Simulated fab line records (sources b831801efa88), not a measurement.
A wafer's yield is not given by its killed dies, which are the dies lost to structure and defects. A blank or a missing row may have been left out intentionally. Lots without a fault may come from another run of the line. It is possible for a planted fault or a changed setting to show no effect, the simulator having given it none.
fab line records    flow sky130
[record] lots = 6  wafers = 18  last_day = 50
route steps=708 shown LI_CONTACT@371 PAD_OPEN@708
lots that met no fault: from a run of the same line without faults
start_h: the number of hours between the record's first day and the start of the first shown wafer of the lot    wait_h: hours since the lot's step before    " the same as in the row above    L1.1+2: several wafers, shown together as one row    - value missing, or start not given    * or withheld: withheld    < > ~ a bound
route shown NAME@n: NAME is a module with steps in the file, n the number in the route of the first one    usual: mean and standard deviation over wafers with no fault    same: alike in all rows    chamber/n: place in a boat    sites: readings site by site    _std_site: their standard deviation    _edge_site: mean of outer sites minus mean of inner sites    radius_mm: for every site, how far away it sits from the centre of the wafer    mask NAME#n: copy n    behind: the last tool/chamber to shape the wafer    hold: why the lot was held/for how many hours/how that ended    device: whichever transistor did not switch (one of n, p or np)    end of line: tests run on the same wafers once the route is complete    step lacking rows: just its recipe    killed: not the wafer's yield, but the dies lost to structure and defects at the first sort    map: per-die view of a wafer (x killed, . not killed, _ where there is no die)
set.NAME: the setting as run; set.NAME@STEP: as run at that earlier step    model.NAME: the simulator's own value behind a step, which no gauge read
a table for each step, a row for each wafer; lots at some steps of the route
services: when a tool's chamber went out of use (start_h, in hours from the record's first day, below 0 if earlier), for how many hours, and the reason
[[steps]]
[step SKY_LI_CONTACT_EXPOSE_09]
[recipe] mask_id = LICM1  na = 0.8  source_shape = annular  sigma_inner = 0.55  sigma_outer = 0.85  target_cd_nm = 170  dose_mj = 38
[step SKY_LI_CONTACT_PEB_10]
[recipe] peb_temp_c = withheld  peb_time_s = withheld  resist = KrF-thick
[step SKY_LI_CONTACT_DEVELOP_11]
[recipe] develop_time_s = 60  resist = KrF-thick  dev_temp_c = 21
[step SKY_LI_CONTACT_CD_MEAS_12]
[recipe] target_cd_nm = 170
[usual] cd_nm = 169.8/1.3
lot.wafer  tool       chamber  start_h  wait_h  cd_nm
L797.3     cd_sem-01  -        674.03   -       167.3
L797.4     "          -        "        "       168.7
L797.5     "          -        "        "       169.6
L806.1     cd_sem-02  -        756.99   -       169.2
L806.2     "          -        "        "       170.2
L806.4     "          -        "        "       168.8
L811.1     cd_sem-02  -        785.60   -       166.9
L811.3     "          -        "        "       168.2
L811.6     "          -        "        "       167.7
L813.3     cd_sem-01  -        803.46   -       168.7
L813.5     "          -        "        "       168.3
L813.6     "          -        "        "       168.9
L819.1     cd_sem-01  -        853.60   -       169.8
L819.4     "          -        "        "       168.6
L819.5     "          -        "        "       170.0
L818.1     cd_sem-01  -        862.79   -       170.8
L818.2     "          -        "        "       171.8
L818.4     "          -        "        "       170.1
[step SKY_LI_CONTACT_OVL_MEAS_13]
[usual] LI_CONTACT_OVL = -5/4.8
lot.wafer  tool        chamber  start_h  wait_h  LI_CONTACT_OVL[nm]
L797.3     overlay-01  -        674.12   0.1     -10
L797.4     "           -        "        "       -9
L797.5     "           -        "        "       -9
L806.1     overlay-02  -        757.11   0.1     -6
L806.2     "           -        "        "       -5
L806.4     "           -        "        "       -8
L811.1     overlay-01  -        785.72   0.1     -2
L811.3     "           -        "        "       1
L811.6     "           -        "        "       0
L813.3     overlay-02  -        803.55   0.1     -4
L813.5     "           -        "        "       -10
L813.6     "           -        "        "       -8
L819.1     overlay-01  -        853.72   0.1     -9
L819.4     "           -        "        "       4
L819.5     "           -        "        "       -10
L818.1     overlay-01  -        862.91   0.1     9
L818.2     "           -        "        "       5
L818.4     "           -        "        "       -5
[step SKY_LI_CONTACT_ETCH_14]
[recipe] chemistry = N2/H2  target = BARC  ion_energy_ev = 200  source_w = 500  bias_w = 100  pressure_mtorr = 30  n2_flow_sccm = 100  h2_flow_sccm = 200  stop_on = SiO2  time_s = 45.9  target_depth_a = 600
[usual] drypump_motor_current_A = 5.6/0.44  oes_product_au = 0.854/0.0048  throttle_valve_pct = 13.224/0.0097
lot.wafer  tool         chamber  start_h  wait_h  drypump_motor_current_A  oes_product_au  rf_hours_counter_h  throttle_valve_pct
L797.3     rie_diel-03  2        674.15   0.0     5.7                      0.851           1                   13.219
L797.4     "            3        "        "       5.5                      0.861           3                   13.227
L797.5     "            0        "        "       5.3                      0.855           -                   13.242
L806.1     rie_diel-03  3        757.15   0.0     5.5                      0.849           5                   13.221
L806.2     "            1        "        "       6.0                      0.840           3                   13.223
L806.4     "            0        "        "       5.4                      0.846           16                  13.216
L811.1     rie_diel-02  3        785.75   0.0     4.8                      0.854           16                  13.229
L811.3     "            2        "        "       5.9                      0.846           14                  13.218
L811.6     "            3        "        "       4.8                      0.862           -                   13.222
L813.3     rie_diel-01  2        803.58   0.0     5.3                      0.845           13                  13.223
L813.5     "            2        "        "       5.3                      0.862           -                   13.217
L813.6     "            0        "        "       5.8                      0.860           -                   13.224
L819.1     rie_diel-03  3        853.76   0.0     5.5                      0.852           8                   13.236
L819.4     "            2        "        "       5.7                      0.857           5                   13.222
L819.5     "            0        "        "       5.3                      0.848           -                   13.241
L818.1     rie_diel-01  1        862.95   0.0     5.5                      0.853           11                  13.228
L818.2     "            0        "        "       5.8                      0.846           17                  13.214
L818.4     "            2        "        "       5.3                      0.855           14                  13.237
[step SKY_LI_CONTACT_ETCH_15]
[recipe] target = PSG  chemistry = C4F8/O2/Ar  stop_on = Si  taper_deg = 4.15  mask_material = KrF-thick  source_w = 1500  bias_w = 1200  pressure_mtorr = 40  c4f8_flow_sccm = withheld  O2_flow_sccm = 6  Ar_flow_sccm = 300  time_s = withheld  target_depth_a = 6000
[usual] oes_product_au = 0.837/0.0048
lot.wafer  tool         chamber  start_h  wait_h  oes_product_au
L797.3     rie_diel-03  2        674.19   0.0     0.840
L797.4     "            3        "        "       0.845
L797.5     "            0        "        "       0.839
L806.1     rie_diel-03  3        757.19   0.0     0.836
L806.2     "            1        "        "       0.846
L806.4     "            0        "        "       0.834
L811.1     rie_diel-02  3        785.80   0.0     0.831
L811.3     "            2        "        "       0.836
L811.6     "            3        "        "       0.837
L813.3     rie_diel-01  2        803.62   0.0     0.839
L813.5     "            2        "        "       0.836
L813.6     "            0        "        "       0.842
L819.1     rie_diel-03  3        853.80   0.0     0.839
L819.4     "            2        "        "       0.840
L819.5     "            0        "        "       0.839
L818.1     rie_diel-01  1        862.99   0.0     0.837
L818.2     "            0        "        "       0.844
L818.4     "            2        "        "       0.841
[step SKY_LI_CONTACT_STRIP_16]
[recipe] chemistry = O2/N2  power_w = 1400  pressure_mtorr = 1500  platen_temp_c = withheld  o2_flow_sccm = 3000  n2_flow_sccm = 300  overash_fraction = 0.5
[usual] drypump_motor_current_A = 5.82/0.12  oes_product_au = 0.376/0.0048  strip_time_to_endpoint_s = 3.50/0.042
lot.wafer  tool             chamber  start_h  wait_h  drypump_motor_current_A  oes_product_au  rf_hours_counter_h  strip_time_to_endpoint_s
L797.3     plasma_asher-02  1        674.31   -       5.90                     0.373           -                   3.51
L797.4     "                0        "        "       5.68                     0.382           -                   3.50
L797.5     "                0        "        "       5.68                     0.381           -                   3.57
L806.1     plasma_asher-01  0        757.28   -       5.63                     0.385           29                  3.50
L806.2     "                1        "        "       5.71                     0.377           29                  3.49
L806.4     "                0        "        "       5.60                     0.380           -                   3.56
L811.1     plasma_asher-02  1        785.88   -       5.89                     0.368           4                   3.44
L811.3     "                1        "        "       5.87                     0.374           -                   3.50
L811.6     "                0        "        "       5.71                     0.366           -                   3.43
L813.3     plasma_asher-04  1        803.74   -       5.91                     0.378           -                   3.48
L813.5     "                0        "        "       5.92                     0.377           -                   3.50
L813.6     "                1        "        "       5.91                     0.375           -                   3.52
L819.1     plasma_asher-01  0        853.88   -       5.61                     0.375           39                  3.50
L819.4     "                0        "        "       5.60                     0.369           -                   3.47
L819.5     "                0        "        "       5.59                     0.382           -                   3.52
L818.1     plasma_asher-04  0        863.08   -       5.93                     0.373           73                  3.43
L818.2     "                1        "        "       5.95                     0.374           73                  3.48
L818.4     "                1        "        "       5.92                     0.371           -                   3.46
[step SKY_LI_CONTACT_CLEAN_17]
[recipe] chemistry = NMP  time_s = 600  temp_c = 60  dry = n2_spin
[step SKY_LI_CONTACT_PRE_CLEAN_18]
[recipe] gas = Ar  time_s = 5.6  bias_v = 358
[step SKY_LI_CONTACT_SPUTTER_19]
[recipe] material = Ti  target_thk_nm = 20  chamber_pressure_pa = 5  power_w = 2500  substrate_temp_c = 200  time_s = 106.37
[usual] substrate_temp_c = 199.98/0.16  throttle_valve_pct = 29.9/0.49
lot.wafer  tool            chamber  start_h  wait_h  substrate_temp_c  throttle_valve_pct
L797.3     pvd_sputter-04  -        674.57   0.0     199.92            30.5
L797.4     "               -        "        "       200.10            30.2
L797.5     "               -        "        "       199.83            30.4
L806.1     pvd_sputter-04  -        757.57   0.0     200.00            30.2
L806.2     "               -        "        "       199.89            29.9
L806.4     "               -        "        "       200.17            30.4
L811.1     pvd_sputter-01  -        786.18   0.0     199.68            29.9
L811.3     "               -        "        "       199.92            29.0
L811.6     "               -        "        "       200.14            29.9
L813.3     pvd_sputter-01  -        804.00   0.0     199.90            29.8
L813.5     "               -        "        "       200.13            30.1
L813.6     "               -        "        "       200.16            30.0
L819.1     pvd_sputter-01  -        854.18   0.0     199.79            28.9
L819.4     "               -        "        "       199.78            30.2
L819.5     "               -        "        "       199.81            28.9
L818.1     pvd_sputter-03  -        863.37   0.0     199.97            29.4
L818.2     "               -        "        "       200.24            30.2
L818.4     "               -        "        "       200.27            29.9
[step SKY_LI_CONTACT_SPUTTER_20]
[recipe] material = TiN  target_thk_nm = 20  chamber_pressure_pa = 5  power_w = 4000  time_s = 80
[usual] throttle_valve_pct = 29.9/0.48
lot.wafer  tool            chamber  start_h  wait_h  throttle_valve_pct
L797.3     pvd_sputter-04  -        674.65   0.0     30.4
L797.4     "               -        "        "       30.4
L797.5     "               -        "        "       30.1
L806.1     pvd_sputter-04  -        757.65   0.0     30.1
L806.2     "               -        "        "       29.5
L806.4     "               -        "        "       30.5
L811.1     pvd_sputter-01  -        786.25   0.0     30.0
L811.3     "               -        "        "       28.4
L811.6     "               -        "        "       29.9
L813.3     pvd_sputter-01  -        804.08   0.0     29.8
L813.5     "               -        "        "       29.9
L813.6     "               -        "        "       29.9
L819.1     pvd_sputter-01  -        854.25   0.0     28.8
L819.4     "               -        "        "       30.2
L819.5     "               -        "        "       28.8
L818.1     pvd_sputter-03  -        863.45   0.0     29.5
L818.2     "               -        "        "       30.3
L818.4     "               -        "        "       29.8
[step SKY_LI_CONTACT_CVD_21]
[recipe] material = W  target_thk_nm = 400  time_s = 120.56  temp_c = 400  pressure_torr = 40
[usual] chamber_pressure_Torr = 40.01/0.083  heater_power_w = 859/97  susceptor_temp_C = 399.99/0.23
lot.wafer  tool      chamber  start_h  wait_h  chamber_pressure_Torr  heater_power_w  since_wet_clean_h  susceptor_temp_C
L797.3     cvd_w-02  0        674.75   0.1     40.14                  918             -                  399.90
L797.4     "         1        "        "       39.95                  736             -                  400.04
L797.5     "         0        "        "       40.07                  905             -                  400.08
L806.1     cvd_w-01  1        757.71   0.0     40.02                  995             854                399.89
L806.2     "         0        "        "       39.95                  807             854                400.04
L806.4     "         1        "        "       39.97                  996             -                  400.27
L811.1     cvd_w-01  1        786.31   0.0     41.23                  991             882                400.34
L811.3     "         0        "        "       41.25                  842             -                  399.55
L811.6     "         0        "        "       41.12                  812             -                  399.79
L813.3     cvd_w-01  1        804.18   0.1     41.09                  996             -                  400.32
L813.5     "         1        "        "       41.18                  1002            -                  400.20
L813.6     "         0        "        "       41.35                  816             -                  400.43
L819.1     cvd_w-02  0        854.31   0.0     40.04                  929             450                399.89
L819.4     "         1        "        "       40.08                  749             -                  399.97
L819.5     "         1        "        "       40.07                  735             -                  400.07
L818.1     cvd_w-02  1        863.51   0.0     40.07                  745             460                400.06
L818.2     "         0        "        "       39.91                  936             460                399.94
L818.4     "         1        "        "       39.97                  757             -                  400.08
[step SKY_LI_CONTACT_RS_MEAS_22]
[recipe] thk_meas_gauge = four-point-probe  reads = W_of_LI_CONTACT_CVD_21+TiN_of_LI_CONTACT_SPUTTER_20+Ti_of_LI_CONTACT_SPUTTER_19
[usual] LI_CONTACT_W_RS = 0.280/0.0059
lot.wafer  tool           chamber  start_h  wait_h  LI_CONTACT_W_RS[ohm/sq]
L797.3     film_metro-01  -        674.87   0.1     0.285
L797.4     "              -        "        "       0.277
L797.5     "              -        "        "       0.286
L806.1     film_metro-02  -        757.83   0.1     0.286
L806.2     "              -        "        "       0.289
L806.4     "              -        "        "       0.283
L811.1     film_metro-01  -        786.44   0.1     0.274
L811.3     "              -        "        "       0.280
L811.6     "              -        "        "       0.278
L813.3     film_metro-01  -        804.30   0.1     0.274
L813.5     "              -        "        "       0.274
L813.6     "              -        "        "       0.280
L819.1     film_metro-01  -        854.44   0.1     0.284
L819.4     "              -        "        "       0.271
L819.5     "              -        "        "       0.272
L818.1     film_metro-01  -        863.63   0.1     0.273
L818.2     "              -        "        "       0.285
L818.4     "              -        "        "       0.273
[step SKY_PAD_OPEN_PROBE_99]
[usual] killed_at_M0_to_M3 = 43/7.7  killed_at_M4_up = 2.9/1.9  killed_at_contacts = 24/5.9  killed_at_front_end = 16/5.1  killed_at_other = 0.3/0.63  killed_dies = 86/10  killed_open = 47/7.6  killed_short = 39/6.8
[same] gross_dies = 492  killed_at_back_side = 0
lot.wafer  tool       chamber  start_h  wait_h  killed_at_M0_to_M3  killed_at_M4_up  killed_at_contacts  killed_at_front_end  killed_at_other  killed_dies  killed_open  killed_short
L797.3     prober-01  -        1072.17  0.2     33                  4                27                  15                   0                79           36           43
L797.4     prober-01  -        1072.22  0.2     41                  4                32                  16                   1                94           50           42
L797.5     prober-01  -        1072.27  0.2     39                  4                29                  21                   0                93           54           37
L806.1     prober-01  -        1134.89  0.1     53                  2                34                  23                   0                112          68           42
L806.2     prober-01  -        1134.94  0.1     42                  1                34                  23                   0                100          56           44
L806.4     prober-01  -        1135.04  0.2     41                  2                23                  11                   0                77           49           28
L811.1     prober-02  -        1155.33  0.1     46                  3                24                  8                    1                82           38           44
L811.3     prober-02  -        1155.43  0.2     51                  8                35                  17                   0                111          59           52
L811.6     prober-02  -        1155.58  0.2     43                  5                29                  11                   0                88           47           41
L813.3     prober-02  -        1164.77  0.2     47                  0                26                  20                   0                93           45           48
L813.5     prober-02  -        1164.87  0.2     35                  4                24                  14                   0                77           38           38
L813.6     prober-02  -        1164.92  0.2     44                  5                27                  21                   0                97           56           40
L819.1     prober-01  -        1198.57  0.1     37                  1                30                  18                   1                87           42           43
L819.4     prober-01  -        1198.72  0.2     39                  6                27                  21                   0                93           44           48
L819.5     prober-01  -        1198.77  0.2     46                  3                25                  10                   0                84           52           31
L818.1     prober-02  -        1203.06  0.1     42                  2                30                  15                   0                89           47           42
L818.2     prober-02  -        1203.11  0.1     48                  7                15                  15                   2                87           42           45
L818.4     prober-02  -        1203.21  0.2     34                  3                26                  11                   0                74           39           35
// killed by level:class
L797.3 CONTACT:geometric_particle:open=11 FIELD_ISO:geometric_particle:short=7 VIA3:geometric_particle:open=6 LI_CONTACT:geometric_particle:open=5 VIA1:geometric_particle:short=5 METAL2:geometric_particle:short=5 CONTACT:geometric_particle:short=4 LI_CONTACT:geometric_particle:short=4
L797.4 CONTACT:geometric_particle:open=12 LI_CONTACT:geometric_particle:open=9 VIA3:geometric_particle:open=8 FIELD_ISO:geometric_particle:short=6 VIA1:geometric_particle:open=6 LI_CONTACT:geometric_particle:short=5 VIA2:geometric_particle:open=5 METAL2:geometric_particle:short=4
L797.5 CONTACT:geometric_particle:open=11 LI_CONTACT:geometric_particle:open=10 VIA1:geometric_particle:open=8 VIA2:geometric_particle:open=7 FIELD_ISO:geometric_particle:short=6 CONTACT:geometric_particle:short=5 METAL2:geometric_particle:short=5 VIA3:geometric_particle:open=5
L806.1 CONTACT:geometric_particle:open=16 LI_CONTACT:geometric_particle:open=11 VIA1:geometric_particle:open=11 POLY_GATE:geometric_particle:short=8 VIA2:geometric_particle:open=8 POLY_GATE:geometric_particle:open=6 METAL1:geometric_particle:short=6 VIA2:geometric_particle:short=5
L806.2 CONTACT:geometric_particle:open=12 VIA1:geometric_particle:open=11 LI_CONTACT:geometric_particle:open=10 POLY_GATE:geometric_particle:short=9 VIA3:geometric_particle:open=9 FIELD_ISO:geometric_particle:open=5 METAL2:geometric_particle:short=5 LI_CONTACT:geometric_particle:short=4
L806.4 VIA1:geometric_particle:open=12 CONTACT:geometric_particle:open=9 VIA3:geometric_particle:open=6 LI_CONTACT:geometric_particle:open=5 CONTACT:geometric_particle:short=5 VIA2:geometric_particle:open=5 POLY_GATE:geometric_particle:short=4 METAL2:geometric_particle:short=4
L811.1 VIA1:geometric_particle:open=7 VIA2:geometric_particle:open=7 CONTACT:geometric_particle:open=7 VIA2:geometric_particle:short=7 METAL2:geometric_particle:short=5 VIA3:geometric_particle:open=5 LI_CONTACT:geometric_particle:short=4 LI_CONTACT:geometric_particle:open=4
L811.3 CONTACT:geometric_particle:open=15 VIA1:geometric_particle:open=13 CONTACT:geometric_particle:short=9 VIA2:geometric_particle:open=7 VIA3:geometric_particle:open=7 METAL4:geometric_particle:short=7 FIELD_ISO:geometric_particle:open=5 VIA1:geometric_particle:short=5
L811.6 VIA1:geometric_particle:open=11 LI_CONTACT:geometric_particle:open=9 CONTACT:geometric_particle:open=8 VIA2:geometric_particle:open=6 CONTACT:geometric_particle:short=5 FIELD_ISO:geometric_particle:short=4 LOCAL_INTERCONNECT:geometric_particle:short=4 METAL2:geometric_particle:short=4
L813.3 VIA1:geometric_particle:open=11 LI_CONTACT:geometric_particle:open=9 CONTACT:geometric_particle:open=6 METAL2:geometric_particle:short=6 VIA2:geometric_particle:open=6 FIELD_ISO:geometric_particle:short=5 FIELD_ISO:geometric_particle:open=5 VIA1:geometric_particle:short=5
L813.5 VIA1:geometric_particle:open=11 CONTACT:geometric_particle:open=8 METAL2:geometric_particle:short=6 LI_CONTACT:geometric_particle:open=5 VIA2:geometric_particle:open=5 FIELD_ISO:geometric_particle:short=4 LI_CONTACT:geometric_particle:short=4 CONTACT:geometric_particle:short=4
L813.6 VIA1:geometric_particle:open=18 CONTACT:geometric_particle:open=9 FIELD_ISO:geometric_particle:short=7 VIA3:geometric_particle:open=7 VIA2:geometric_particle:open=6 CONTACT:geometric_particle:short=5 POLY_GATE:geometric_particle:open=5 LI_CONTACT:geometric_particle:open=5
L819.1 VIA1:geometric_particle:open=11 LI_CONTACT:geometric_particle:open=8 CONTACT:geometric_particle:short=6 LI_CONTACT:geometric_particle:short=6 LOCAL_INTERCONNECT:geometric_particle:short=5 CONTACT:geometric_particle:open=5 METAL1:geometric_particle:short=5 FIELD_ISO:geometric_particle:open=4
L819.4 VIA1:geometric_particle:open=10 CONTACT:geometric_particle:open=10 VIA1:geometric_particle:short=8 FIELD_ISO:geometric_particle:open=6 METAL2:geometric_particle:short=6 LI_CONTACT:geometric_particle:open=5 CONTACT:geometric_particle:short=5 FIELD_ISO:geometric_particle:short=4
L819.5 CONTACT:geometric_particle:open=13 VIA1:geometric_particle:open=11 LI_CONTACT:geometric_particle:open=7 METAL1:geometric_particle:short=6 VIA3:geometric_particle:open=6 POLY_GATE:geometric_particle:open=5 VIA2:geometric_particle:open=5 VIA2:geometric_particle:short=4
L818.1 CONTACT:geometric_particle:open=18 METAL2:geometric_particle:short=8 VIA2:geometric_particle:open=8 VIA1:geometric_particle:short=5 POLY_GATE:geometric_particle:open=4 LI_CONTACT:geometric_particle:short=4 VIA1:geometric_particle:open=4 METAL1:geometric_particle:short=4
L818.2 VIA1:geometric_particle:open=12 VIA1:geometric_particle:short=9 VIA2:geometric_particle:open=8 METAL4:geometric_particle:short=7 POLY_GATE:geometric_particle:short=5 LI_CONTACT:geometric_particle:open=5 VIA3:geometric_particle:open=5 VIA3:geometric_particle:short=5
L818.4 CONTACT:geometric_particle:open=10 METAL2:geometric_particle:short=7 LI_CONTACT:geometric_particle:short=6 VIA1:geometric_particle:open=6 VIA3:geometric_particle:open=6 POLY_GATE:geometric_particle:short=4 LI_CONTACT:geometric_particle:open=4 METAL1:geometric_particle:short=4
[[services]]
tool             chamber  start_h  hours  kind
rie_diel-01      1        653.26   4.3    repair
rie_diel-02      0        664.48   3.8    repair
cvd_w-02         1        667.97   2.4    repair
rie_diel-02      1        669.59   4.2    repair
cvd_w-01         -        671.34   14.6   pm
plasma_asher-04  -        673.12   2.3    repair
rie_diel-02      -        716.69   28.1   pm
pvd_sputter-04   -        733.54   5.0    repair
plasma_asher-02  -        733.75   9.0    pm
plasma_asher-02  0        733.75   9.0    vent_cycle
plasma_asher-02  1        733.75   9.0    vent_cycle
plasma_asher-02  0        742.75   -      clean
plasma_asher-02  1        742.75   -      clean
plasma_asher-04  -        771.42   4.5    repair
rie_diel-02      3        772.99   6.3    repair
rie_diel-01      1        788.40   24.3   repair
plasma_asher-01  -        797.23   1.4    repair
rie_diel-02      -        827.03   2.8    pm
rie_diel-01      -        834.33   14.6   pm
rie_diel-03      -        837.37   0.8    repair
rie_diel-02      1        852.92   15.3   repair
rie_diel-03      2        862.82   3.9    repair
[[key]]
[first_sign] step = SKY_LI_CONTACT_CVD_21  reading = chamber_pressure_Torr  direction = up  sigmas = 14  usual = 40.01  struck = 41.20
effect none on later readings
met_at SKY_LI_CONTACT_CVD_21
struck_wafers L811.1,L811.3,L811.6,L813.3,L813.5,L813.6
tester_left_out L811,L813
onset_between 757.71 786.31
[fault] kind = process_parameter_drift  tool = cvd_w-01  chamber = -  onset_h = 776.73  steps = SKY_LI_CONTACT_CVD_21  channel = pressure_torr  offset = 1.208  shape = step  end_h = 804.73  acts_in = these_recipes_only  stated = 40
// tester_left_out: of these lots the tester's yield and bins aren't shown, on N5 and GAA mostly nor the transistor test; their killed dies are dies lost to structure and defects alone, not to doping, threshold or leakage, so they don't give the yield
